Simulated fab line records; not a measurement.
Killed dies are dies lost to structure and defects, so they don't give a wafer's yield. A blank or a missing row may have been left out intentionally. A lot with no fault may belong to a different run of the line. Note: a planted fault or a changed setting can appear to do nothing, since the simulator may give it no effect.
fab line records	flow sky130
record: lots: 12	wafers: 36	last_day: 50
route steps=708 shown SONOS_ONO@168 LOCAL_INTERCONNECT@399 CONTACT@433 METAL1@437 PAD_OPEN@708
lots that met no fault: taken from a fault-free run of the same line
start_h: hours from the record's first day to the start of the lot's first wafer shown	wait_h: time in hours since the lot's previous step	" identical to the entry in the row above	L1.1+2: one row covering several wafers at once	- value missing, or start not given	* or withheld: withheld	< > ~ a bound
route shown NAME@n: names a module that has steps shown in the file, with the first one's number in the route	usual: mean/standard deviation of fault-free wafers	same: alike in all rows	chamber/n: place in a boat	sites: each site's reading	_std_site: how widely they spread, as a standard deviation	_edge_site: inner sites' mean taken away from outer sites' mean	radius_mm: how far each site lies from the wafer's centre	mask NAME#n: copy n	behind: the tool/chamber that last shaped the wafer	hold: why the lot went on hold/how many hours it stayed there/how the hold came to an end	device: transistor that didn't switch, given as n, p or np	end of line: at the end of the route, the tests of the same wafers	a step given without rows: its recipe and nothing more	killed: dies that structure and defects cost at the first sort, which is not the same as the wafer's yield	map: shows each die of a wafer: x if killed, . if not, _ if none is there
set.NAME: the setting as run; set.NAME@STEP: as run at that earlier step	model.NAME: the simulator's own value behind a step, which no gauge read
one table for each step of the route and one row for each wafer, over a sample of lots
services: when a tool's chamber went out of use (start_h, in hours from the record's first day, below 0 if earlier), for how many hours, and the reason
== steps ==
step: SKY_SONOS_ONO_OXIDATION_00
recipe: temp_c: 800	ambient: O2	idle_temp_c: 700	ramp_up_c_per_min: 10	ramp_down_c_per_min: 3	stabilise_s: 600	purge_s: 300	target_thk_a: 26	ox_time_s: 1249
usual: spike_tc_bottom_C: 820.5/1.8	zone_power_lower_pct: 13.3/1.3
lot.wafer	tool	chamber	start_h	wait_h	spike_tc_bottom_C	zone_power_lower_pct
L137.1	furnace-02	0	252.33	0.2	822.8	14.4
L137.4	"	0	"	"	822.2	14.6
L137.5	"	0	"	"	822.4	14.7
L137.1	furnace-01	0	254.33	0.7	820.6	12.3
L137.4	"	0	"	"	819.7	12.2
L137.5	"	0	"	"	818.0	12.2
L139.1	furnace-01	0	265.00	0.0	819.7	12.1
L139.3	"	0	"	"	819.7	12.3
L139.6	"	0	"	"	819.0	12.2
L140.1	furnace-02	0	274.87	0.0	822.6	14.9
L140.2	"	0	"	"	822.7	15.0
L140.6	"	0	"	"	821.5	14.5
L143.1	furnace-01	0	300.52	0.7	819.0	12.1
L143.3	"	0	"	"	818.6	12.1
L143.4	"	0	"	"	819.5	12.1
L143.1	furnace-02	0	302.21	0.3	821.7	14.4
L143.3	"	0	"	"	823.2	14.7
L143.4	"	0	"	"	822.5	14.8
L146.1	furnace-02	0	319.61	0.0	821.5	14.7
L146.3	"	0	"	"	822.4	14.8
L146.5	"	0	"	"	822.0	14.7
L146.1	furnace-01	0	321.63	0.7	820.4	12.2
L146.3	"	0	"	"	819.2	12.2
L146.5	"	0	"	"	817.5	12.2
L149.1	furnace-02	0	346.49	1.3	820.8	14.6
L149.2	"	0	"	"	821.5	14.8
L149.4	"	0	"	"	823.7	14.9
L150.1	furnace-01	0	353.13	0.5	819.5	12.3
L150.3	"	0	"	"	818.3	12.2
L150.6	"	0	"	"	818.3	12.0
L151.1	furnace-02	0	359.48	0.9	821.0	14.8
L151.3	"	0	"	"	822.3	14.7
L151.6	"	0	"	"	821.5	14.9
L155.1	furnace-01	0	388.78	1.1	818.6	12.1
L155.2	"	0	"	"	819.8	12.2
L155.5	"	0	"	"	819.2	12.2
L156.2	furnace-01	0	396.00	0.4	818.0	11.9
L156.3	"	0	"	"	818.3	12.1
L156.6	"	0	"	"	820.1	12.1
L158.2	furnace-01	0	425.21	0.7	819.5	12.1
L158.3	"	0	"	"	818.0	12.1
L158.6	"	0	"	"	818.8	12.4
L160.2	furnace-01	0	441.93	1.7	819.5	12.1
L160.3	"	0	"	"	819.2	12.3
L160.4	"	0	"	"	820.7	12.1
step: SKY_SONOS_ONO_THK_MEAS_01
recipe: reads: SiO2_of_SONOS_ONO_OXIDATION_00
usual: SONOS_ONO_OXIDATION_THK: 2.59/0.058
lot.wafer	tool	chamber	start_h	wait_h	SONOS_ONO_OXIDATION_THK[nm]
L137.1	film_metro-03	-	255.72	0.0	4.27
L137.4	"	-	"	"	4.25
L137.5	"	-	"	"	4.22
L137.1	film_metro-03	-	255.95	0.2	4.26
L137.4	"	-	"	"	4.21
L137.5	"	-	"	"	4.17
L139.1	film_metro-01	-	266.34	0.0	2.49
L139.3	"	-	"	"	2.47
L139.6	"	-	"	"	2.53
L140.1	film_metro-02	-	276.22	0.0	2.63
L140.2	"	-	"	"	2.67
L140.6	"	-	"	"	2.64
L143.1	film_metro-01	-	303.66	0.1	4.40
L143.3	"	-	"	"	4.21
L143.4	"	-	"	"	4.29
L143.1	film_metro-01	-	303.89	0.2	4.34
L143.3	"	-	"	"	4.27
L143.4	"	-	"	"	4.38
L146.1	film_metro-01	-	322.98	0.0	4.32
L146.3	"	-	"	"	4.25
L146.5	"	-	"	"	4.27
L146.1	film_metro-01	-	323.21	0.2	4.30
L146.3	"	-	"	"	4.26
L146.5	"	-	"	"	4.27
L149.1	film_metro-03	-	347.84	0.0	2.54
L149.2	"	-	"	"	2.56
L149.4	"	-	"	"	2.52
L150.1	film_metro-02	-	354.48	0.0	2.46
L150.3	"	-	"	"	2.52
L150.6	"	-	"	"	2.55
L151.1	film_metro-02	-	360.82	0.0	2.49
L151.3	"	-	"	"	2.53
L151.6	"	-	"	"	2.45
L155.1	film_metro-03	-	390.13	0.0	2.60
L155.2	"	-	"	"	2.60
L155.5	"	-	"	"	2.65
L156.2	film_metro-01	-	397.36	0.0	2.58
L156.3	"	-	"	"	2.64
L156.6	"	-	"	"	2.66
L158.2	film_metro-02	-	426.57	0.0	2.63
L158.3	"	-	"	"	2.60
L158.6	"	-	"	"	2.60
L160.2	film_metro-03	-	443.28	0.0	2.54
L160.3	"	-	"	"	2.56
L160.4	"	-	"	"	2.63
step: SKY_LOCAL_INTERCONNECT_OVL_MEAS_12
usual: LOCAL_INTERCONNECT_OVL: -3/5.9
lot.wafer	tool	chamber	start_h	wait_h	LOCAL_INTERCONNECT_OVL[nm]
L137.1	overlay-02	-	700.94	0.1	4
L137.4	"	-	"	"	2
L137.5	"	-	"	"	0
L139.1	overlay-02	-	724.54	0.1	-6
L139.3	"	-	"	"	0
L139.6	"	-	"	"	2
L140.1	overlay-02	-	750.19	0.1	-6
L140.2	"	-	"	"	-2
L140.6	"	-	"	"	0
L143.1	overlay-02	-	761.28	0.1	-9
L143.3	"	-	"	"	-4
L143.4	"	-	"	"	-1
L146.1	overlay-02	-	778.09	0.1	-11
L146.3	"	-	"	"	-10
L146.5	"	-	"	"	-10
L149.1	overlay-01	-	806.99	0.1	-2
L149.2	"	-	"	"	-5
L149.4	"	-	"	"	-12
L150.1	overlay-01	-	810.84	0.1	-6
L150.3	"	-	"	"	6
L150.6	"	-	"	"	-6
L151.1	overlay-02	-	814.14	0.1	6
L151.3	"	-	"	"	11
L151.6	"	-	"	"	7
L155.1	overlay-02	-	841.18	0.1	1
L155.2	"	-	"	"	-4
L155.5	"	-	"	"	-1
L156.2	overlay-02	-	845.83	0.1	4
L156.3	"	-	"	"	0
L156.6	"	-	"	"	5
L158.2	overlay-02	-	874.13	0.1	-4
L158.3	"	-	"	"	-10
L158.6	"	-	"	"	-4
L160.2	overlay-01	-	889.25	0.1	3
L160.3	"	-	"	"	-1
L160.4	"	-	"	"	6
step: SKY_CONTACT_CMP_27
recipe: stop_on: SiO2	t_overpolish_s: 15	down_force_psi: 3.5	platen_rpm: 60	target_thk_nm: 0	pad_velocity_m_s: 0.94248
usual: motor_current_A: 11.3/0.84	overpolish_run_s: 15.000/0.0092	time_to_endpoint_s: 86/3.4
lot.wafer	tool	chamber	start_h	wait_h	motor_current_A	overpolish_run_s	time_to_endpoint_s
L137.4	cmp-01	3	731.62	0.1	10.9	14.997	83
L137.1	"	0	"	"	10.6	14.994	86
L137.5	"	2	"	"	12.1	15.012	88
L139.1	cmp-01	0	754.40	0.1	11.7	14.991	81
L139.3	"	3	"	"	11.0	14.993	82
L139.6	"	0	"	"	11.2	14.997	83
L140.2	cmp-01	1	780.20	0.0	11.3	14.995	89
L140.1	"	3	"	"	10.6	15.005	84
L140.6	"	1	"	"	11.1	15.006	88
L143.1	cmp-01	2	790.63	0.1	12.1	14.996	84
L143.4	"	3	"	"	11.1	15.008	81
L143.3	"	0	"	"	11.0	14.991	85
L146.3	cmp-01	0	807.76	0.1	11.0	15.000	87
L146.1	"	1	"	"	10.2	14.996	89
L146.5	"	3	"	"	11.2	14.997	82
L149.2	cmp-02	1	836.00	0.1	10.7	15.005	87
L149.1	"	2	"	"	10.6	14.980	88
L149.4	"	3	"	"	10.0	15.003	90
L150.3	cmp-02	3	839.30	0.0	10.9	14.997	86
L150.1	"	0	"	"	12.1	14.993	83
L150.6	"	3	"	"	10.4	14.992	87
L151.3	cmp-01	3	842.61	0.0	11.6	14.997	84
L151.1	"	2	"	"	12.3	14.987	87
L151.6	"	0	"	"	11.1	15.008	84
L155.1	cmp-01	2	869.68	0.1	13.1	15.005	84
L155.2	"	1	"	"	10.3	15.011	87
L155.5	"	3	"	"	10.9	15.000	79
L156.2	cmp-02	0	874.88	0.1	13.0	14.994	82
L156.3	"	2	"	"	10.3	15.003	90
L156.6	"	3	"	"	10.7	15.002	90
L158.3	cmp-01	0	903.12	0.1	10.8	14.992	79
L158.2	"	2	"	"	12.2	15.012	86
L158.6	"	3	"	"	10.9	14.989	83
L160.2	cmp-01	2	917.40	0.0	12.7	15.005	81
L160.3	"	3	"	"	10.8	14.993	82
L160.4	"	0	"	"	10.8	15.004	78
step: SKY_METAL1_SPUTTER_03
recipe: material: Ti	target_thk_nm: 5	power_w: 3000	time_s: 3.3	chamber_pressure_pa: 0.4
usual: cathode_dc_power_W: 3000.0/0.56	throttle_valve_pct: 30.3/1.2
lot.wafer	tool	chamber	start_h	wait_h	cathode_dc_power_W	throttle_valve_pct
L137.1	pvd_sputter-01	-	731.89	0.0	2999.3	28.9
L137.4	"	-	"	"	2999.5	29.4
L137.5	"	-	"	"	3000.0	29.6
L139.1	pvd_sputter-04	-	754.78	0.0	2999.3	29.5
L139.3	"	-	"	"	3000.5	29.8
L139.6	"	-	"	"	3000.1	29.8
L140.1	pvd_sputter-02	-	780.57	0.0	3000.9	31.3
L140.2	"	-	"	"	2999.4	30.1
L140.6	"	-	"	"	2999.6	30.2
L143.1	pvd_sputter-01	-	791.01	0.0	3001.2	28.8
L143.3	"	-	"	"	2999.7	29.4
L143.4	"	-	"	"	3000.1	31.5
L146.1	pvd_sputter-02	-	808.09	0.0	2999.8	32.0
L146.3	"	-	"	"	3000.1	30.1
L146.5	"	-	"	"	2999.3	30.1
L149.1	pvd_sputter-01	-	836.32	0.0	2998.9	31.1
L149.2	"	-	"	"	2999.8	29.1
L149.4	"	-	"	"	2999.7	28.8
L150.1	pvd_sputter-01	-	839.68	0.0	3000.4	29.4
L150.3	"	-	"	"	3000.0	31.5
L150.6	"	-	"	"	3000.5	31.6
L151.1	pvd_sputter-02	-	842.99	0.0	3000.5	32.0
L151.3	"	-	"	"	3000.3	31.2
L151.6	"	-	"	"	3000.2	31.9
L155.1	pvd_sputter-02	-	870.06	0.0	3000.5	29.9
L155.2	"	-	"	"	3001.0	31.7
L155.5	"	-	"	"	2999.2	31.4
L156.2	pvd_sputter-04	-	875.21	0.0	3000.5	29.5
L156.3	"	-	"	"	3001.0	30.0
L156.6	"	-	"	"	2999.9	27.9
L158.2	pvd_sputter-01	-	903.44	0.0	2999.9	31.1
L158.3	"	-	"	"	3000.3	28.9
L158.6	"	-	"	"	2999.3	29.0
L160.2	pvd_sputter-01	-	917.78	0.0	3000.5	31.5
L160.3	"	-	"	"	2999.3	28.9
L160.4	"	-	"	"	2999.2	29.3
step: SKY_PAD_OPEN_PROBE_99
usual: killed_at_M0_to_M3: 43/7.1	killed_at_M4_up: 3.1/1.7	killed_at_contacts: 23/5.1	killed_at_front_end: 14/4.4	killed_at_other: 0.3/0.47	killed_dies: 84/9.9	killed_open: 45/6.6	killed_short: 38/6.8
same: gross_dies: 492	killed_at_back_side: 0
lot.wafer	tool	chamber	start_h	wait_h	killed_at_M0_to_M3	killed_at_M4_up	killed_at_contacts	killed_at_front_end	killed_at_other	killed_dies	killed_open	killed_short
L137.1	prober-02	-	1075.45	0.1	44	3	22	10	0	79	39	40
killed by level:class
L137.1 VIA1:geometric_particle:open=8 METAL2:geometric_particle:short=8 LI_CONTACT:geometric_particle:open=5 CONTACT:geometric_particle:open=5 VIA3:geometric_particle:open=5 LOCAL_INTERCONNECT:geometric_particle:short=4 LI_CONTACT:geometric_particle:short=4 VIA2:geometric_particle:open=4
== services ==
tool	chamber	start_h	hours	kind
cmp-01	-	250.27	1.0	repair
furnace-01	-	266.34	3.6	pm
cmp-01	-	269.16	1.7	repair
furnace-01	-	317.10	2.8	pm
cmp-01	-	332.03	2.8	repair
cmp-01	-	350.79	0.9	repair
cmp-01	-	353.15	4.0	pm
cmp-01	-	362.25	0.6	repair
cmp-01	-	380.96	1.1	repair
cmp-01	-	401.76	0.7	repair
cmp-01	-	404.00	4.0	pm
furnace-01	-	433.71	4.0	pm
furnace-01	-	446.06	3.8	pm
cmp-01	-	483.67	3.7	repair
furnace-01	-	529.63	4.0	repair
furnace-01	-	601.66	3.8	pm
cmp-01	-	669.93	0.5	repair
cmp-01	-	670.93	0.7	repair
cmp-01	-	681.50	5.4	repair
cmp-01	-	722.15	4.7	pm
furnace-01	-	729.16	2.7	pm
cmp-01	-	744.00	4.0	pm
cmp-01	-	763.25	1.4	repair
furnace-01	-	770.72	3.0	pm
== key ==
first_sign: step: SKY_SONOS_ONO_OXIDATION_00	reading: visit	direction: added
effect: step: SKY_SONOS_ONO_THK_MEAS_01	reading: visit	direction: added
effect: step: SKY_SONOS_ONO_THK_MEAS_01	reading: SONOS_ONO_OXIDATION_THK	direction: up	sigmas: 29	usual: 2.59	struck: 4.28
met_at SKY_SONOS_ONO_OXIDATION_00
struck_lots L137,L143,L146
tester_left_out L137,L143,L146
not_acting_at SKY_LOCAL_INTERCONNECT_OVL_MEAS_12,SKY_CONTACT_CMP_27,SKY_METAL1_SPUTTER_03
fault: kind: repeated_step_whole	tool: furnace-01,furnace-02	chamber: -	onset_h: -	steps: SKY_SONOS_ONO_OXIDATION_00	times: 1	scope: struck_lots_only
tester_left_out: of these lots the tester's yield and bins aren't shown, on N5 and GAA mostly nor the transistor test; their killed dies are dies lost to structure and defects alone, not to doping, threshold or leakage, so they don't give the yield
